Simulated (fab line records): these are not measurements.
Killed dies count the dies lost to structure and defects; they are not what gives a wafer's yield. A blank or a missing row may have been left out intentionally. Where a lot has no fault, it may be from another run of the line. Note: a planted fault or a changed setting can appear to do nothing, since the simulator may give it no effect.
Shared-tool check    flow sky130    10 lots and 36 wafers in the sample

== REASON FOR OPENING ==
SKY_PASSIVATION_THK_MEAS_03, reading PASSIVATION_CVD_02_THK: flagged on 2 of 10 lots. Fault-free wafers read 540 nm, with a standard deviation of 7.4.
Rule: flag the lot when none of its wafers has a number, or when each of its wafers that has one lies beyond 4 standard deviations from that mean. All remaining lots are regarded as sound.

lot   measured      on             PASSIVATION_CVD_02_THK (nm), wafer by wafer  flag
L726  day 45 05:34  film-metro-02  529 535 546                                  
L731  day 46 18:07  film-metro-03  539 530 542                                  
L733  day 47 09:38  film-metro-02  541 531 547                                  
L734  day 47 10:13  film-metro-02  528 522 541                                  
L735  day 47 13:49  film-metro-04  540 544 536                                  
L737  day 48 00:49  film-metro-04  542 542 546                                  
L738  day 48 09:43  film-metro-03  537 554 549                                  
L742  day 48 19:06  film-metro-03  538 553 551                                  
L746  day 49 13:22  film-metro-04  428 437 444 428 437 443                      FLAGGED
L748  day 50 06:54  film-metro-02  431 439 435 431 439 435                      FLAGGED
The numbers of the flagged lots are 436 nm on average: -104 nm against the usual, or -14 standard deviations.

== EACH LOT AND THE TOOL IT RAN ON ==
2 process steps preceding the reading are held in the record, out of 708 steps in the route. In each cell: the tool, then ch and the chambers that the sampled wafers went through, then the start.
lot   flag     SKY_METAL5_SPUTTER_01         SKY_PASSIVATION_CVD_02
L726           pvd-sputter-02, day 44 05:39  pecvd-01 ch 0,2, day 45 05:20
L731           pvd-sputter-02, day 45 18:56  pecvd-01 ch 0,1, day 46 17:53
L733           pvd-sputter-03, day 46 11:23  pecvd-04 ch 1,2, day 47 09:24
L734           pvd-sputter-02, day 46 11:37  pecvd-01 ch 0,1, day 47 10:00
L735           pvd-sputter-02, day 46 15:54  pecvd-04 ch 1,2, day 47 13:35
L737           pvd-sputter-03, day 47 03:28  pecvd-04 ch 0,1,2, day 48 00:40
L738           pvd-sputter-01, day 47 11:57  pecvd-04 ch 0,2, day 48 09:29
L742           pvd-sputter-01, day 47 21:55  pecvd-03 ch 0,1,2, day 48 18:52
L746  FLAGGED  pvd-sputter-02, day 48 17:08  pecvd-04 ch 0,1,2, day 49 13:07
L748  FLAGGED  pvd-sputter-03, day 49 11:43  pecvd-04 ch 0,1,2, day 50 06:45
What these steps do:
- SKY_METAL5_SPUTTER_01: material TiN, target thk 20 nm, time 16.7 s.
- SKY_PASSIVATION_CVD_02: deposits Si3N4, target thk 540 nm.
- SKY_PASSIVATION_THK_MEAS_03

== FLAGGED AGAINST TOTAL, ONE TOOL AT A TIME (gauges that did the reading follow at the end) ==
step                         tool            lots run  flagged  share of the flagged lots  sound lots run after its first flagged lot
SKY_METAL5_SPUTTER_01        pvd-sputter-01  2         0        none                       -
SKY_METAL5_SPUTTER_01        pvd-sputter-02  5         1        some                       0
SKY_METAL5_SPUTTER_01        pvd-sputter-03  3         1        some                       0
SKY_PASSIVATION_CVD_02       pecvd-01        3         0        none                       -
SKY_PASSIVATION_CVD_02       pecvd-03        1         0        none                       -
SKY_PASSIVATION_CVD_02       pecvd-04        6         2        all                        0
SKY_PASSIVATION_THK_MEAS_03  film-metro-02   4         1        some                       0
SKY_PASSIVATION_THK_MEAS_03  film-metro-03   3         0        none                       -
SKY_PASSIVATION_THK_MEAS_03  film-metro-04   3         1        some                       0

== WHAT IS ALLOWED BY THE TABLE ==
Rows of the table that ran each flagged lot: 1, that is pecvd-04 at SKY_PASSIVATION_CVD_02.
- pecvd-04 at SKY_PASSIVATION_CVD_02: 2 of its 6 lots flagged. Its last sound lot is L738 (day 48 09:29), its first flagged lot L746 (day 49 13:07): a fault that began between those two fits.
What remains is a single tool, pecvd-04 at SKY_PASSIVATION_CVD_02.

== WHAT WAS PUT IN BY THE SIMULATOR ==
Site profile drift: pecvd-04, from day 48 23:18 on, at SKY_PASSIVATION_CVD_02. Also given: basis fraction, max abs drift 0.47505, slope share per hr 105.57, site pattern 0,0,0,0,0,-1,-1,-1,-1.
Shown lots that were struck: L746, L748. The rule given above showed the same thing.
